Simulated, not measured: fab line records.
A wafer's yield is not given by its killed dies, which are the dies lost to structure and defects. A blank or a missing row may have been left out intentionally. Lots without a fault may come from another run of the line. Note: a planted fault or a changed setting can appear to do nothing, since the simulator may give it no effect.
Which of the tools did it? / flow gf180mcu / 6 lots (18 wafers sampled), 1 step of a 602-step route

== WHAT THE GAUGES SHOWED, per wafer ==
GF_MVSD_OVL_MEAS_07.
lot=L188; measured=day 4 20:39; on=overlay-01; MVSD_OVL (nm)=0.9 2.4 1.8
lot=L190; measured=day 5 10:32; on=overlay-01; MVSD_OVL (nm)=-0.8 -0.8 -1.1
lot=L192; measured=day 5 19:21; on=overlay-02; MVSD_OVL (nm)=-1.4 -0.5 -1.4
lot=L196; measured=day 6 20:26; on=overlay-02; MVSD_OVL (nm)=0.8 -0.1 0.6
lot=L200; measured=day 7 19:35; on=overlay-02; MVSD_OVL (nm)=-1.0 0.1 -0.1
lot=L204; measured=day 8 20:01; on=overlay-01; MVSD_OVL (nm)=-1.6 -1.4 -0.7

== TOOL THAT RAN EACH LOT (tool first, then ch and the chambers of the sampled wafers, then the start) ==
No process step before these readings appears in the record.

== THE ANSWER, worked out from the rows above alone ==
Rule: what is usual is taken from the lots themselves. Put in order of their means at a reading, lots are off if they are a third of the lots or fewer, leave a main group of 4 or more, and stand apart from it by a gap of 3 or more times the standard deviation of the main group's means; of several such gaps the widest counts. If all means in a main group match to the digits the tables above print for the reading, that group is not used. Also off: a lot with no number at a reading for which 4 or more lots have one. The other lots that the step has rows for count as sound.
None of the lots is off at any reading shown; this tells nothing.

== WHAT THE SIMULATOR HAD INSERTED ==
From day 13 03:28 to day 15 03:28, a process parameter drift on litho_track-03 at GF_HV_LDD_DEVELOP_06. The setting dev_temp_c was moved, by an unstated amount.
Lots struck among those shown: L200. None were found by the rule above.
